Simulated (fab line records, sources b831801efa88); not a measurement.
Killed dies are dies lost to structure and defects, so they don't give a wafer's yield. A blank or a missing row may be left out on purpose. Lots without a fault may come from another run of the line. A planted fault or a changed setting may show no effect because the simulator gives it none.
Split-lot experiment | flow gf180mcu | 5 lots, 23 wafers read, on a route of 602 steps

THE SPLIT
At GF_M1_PEB_12 (peb time 90 s), the setting peb_temp_c was moved away from the recipe's 135 C on 8 of the 23 wafers read, by -2.7% to +2.7%. The other wafers ran this setting at the recipe's value.

FROM THE SPLIT TO THE READING: what the file shows between them, 1 step
- GF_M1_DEVELOP_13: develop time 60 s

THE READING
cd_nm, in nm, at GF_M1_CD_MEAS_14 (target cd 230 nm). Fault-free wafers of this fab line usually give 229.6 nm, standard deviation 1.2 nm.

wafer  | tool, chamber at the split | peb_temp_c as run, C | against the recipe | cd_nm, nm | against lot-mates on the recipe
L074.1 | litho_track-02, 0          | 137.9                | +2.1%              | 220.9     | -7.3
L074.2 | litho_track-02, 0          | 135                  | recipe             | 227.7     | -
L074.3 | litho_track-02, 0          | 135                  | recipe             | 228.6     | -
L074.5 | litho_track-02, 0          | 137.9                | +2.1%              | 221.1     | -7.1
L074.6 | litho_track-02, 0          | 135                  | recipe             | 228.2     | -
L075.1 | litho_track-04, 0          | 131.3                | -2.7%              | 242.1     | +13.3
L075.2 | litho_track-04, 0          | 131.3                | -2.7%              | 242.4     | +13.6
L075.3 | litho_track-04, 0          | 135                  | recipe             | 228.5     | -
L075.5 | litho_track-04, 0          | 131.3                | -2.7%              | 241.1     | +12.3
L075.6 | litho_track-04, 0          | 135                  | recipe             | 229.1     | -
L076.1 | litho_track-04, 0          | 138.6                | +2.7%              | 222.3     | -9.0
L076.3 | litho_track-04, 0          | 138.6                | +2.7%              | 222.0     | -9.3
L076.4 | litho_track-04, 0          | 135                  | recipe             | 231.4     | -
L076.5 | litho_track-04, 0          | 138.6                | +2.7%              | 222.8     | -8.5
L076.6 | litho_track-04, 0          | 135                  | recipe             | 231.2     | -
L081.1 | litho_track-02, 0          | 135                  | recipe             | 228.8     | -
L081.2 | litho_track-02, 0          | 135                  | recipe             | 227.9     | -
L081.3 | litho_track-02, 0          | 135                  | recipe             | 228.1     | -
L081.4 | litho_track-02, 0          | 135                  | recipe             | 228.4     | -
L081.6 | litho_track-02, 0          | 135                  | recipe             | 228.2     | -
L084.1 | litho_track-04, 0          | 135                  | recipe             | 227.8     | -
L084.3 | litho_track-04, 0          | 135                  | recipe             | 228.1     | -
L084.4 | litho_track-04, 0          | 135                  | recipe             | 228.5     | -

THE FIT
A straight line over all 23 wafers: cd_nm changes by -3.68 nm for each +1% of peb_temp_c; r = -0.96; the points scatter about the line by 1.8 nm.
The same after taking each lot's own level away (the mean of its wafers on the recipe; 23 wafers): -4 nm for each +1%; r = -0.99; scatter 0.98 nm.
On that fit, the largest move of peb_temp_c shifts the reading by 11 nm.
The lots' own levels span 228.13 to 231.30 nm, that is 2.6 times the standard deviation above.
So the lot-to-lot level changes the slope little: the two slopes agree.
Check: with one of the wafers moved furthest among these (-2.7%) left out of the fit, the line predicts +11.1 nm for it against its lot-mates. It came out at +13.3 nm against them.

OTHER SPLITS ON THESE WAFERS
These wafers also went through other splits before the reading. Each is held against what the fit with the lots' levels taken away leaves over:
other split on the same wafers   | wafers away from the commonest value | r with cd_nm (lot level and that fit taken away)
GF_HV_LDD_CVD_54 target_thk_nm   | 18                                   | -0.18
GF_NSD_DEVELOP_06 dev_temp_c     | 4                                    | +0.45
GF_PSD_COAT_02 spin_rpm          | 8                                    | +0.44
GF_PSD_DEVELOP_06 develop_time_s | 6                                    | -0.22
GF_SAB_DEVELOP_08 develop_time_s | 8                                    | -0.26
GF_SAB_STRIP_13 o2_flow_sccm     | 11                                   | +0.35
GF_CONTACT_CVD_00 sih4_flow_sccm | 5                                    | +0.06
GF_M1_SPUTTER_01 time_s          | 12                                   | -0.02

THE WHOLE CHAIN: every reading that the file lists as answering this split, in the file's order
step                | what it does                                                                         | reading                                                   | change (the file's fit)              | r (the file's)
GF_M1_CD_MEAS_14    | target cd 230 nm                                                                     | cd_nm                                                     | -3.89 nm for each +1% of the setting | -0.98
GF_M1_METAL_ETCH_16 | etches the open film in Cl2/BCl3, stops on SiO2, target depth 627.5 nm, time 104.6 s | M1.cd_nm (the simulator's own value, which no gauge read) | -3.32 nm for each +1% of the setting | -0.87

THE FILE'S OWN FIT
cd_nm changes by -3.89 nm for each +1% of peb_temp_c, r = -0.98.
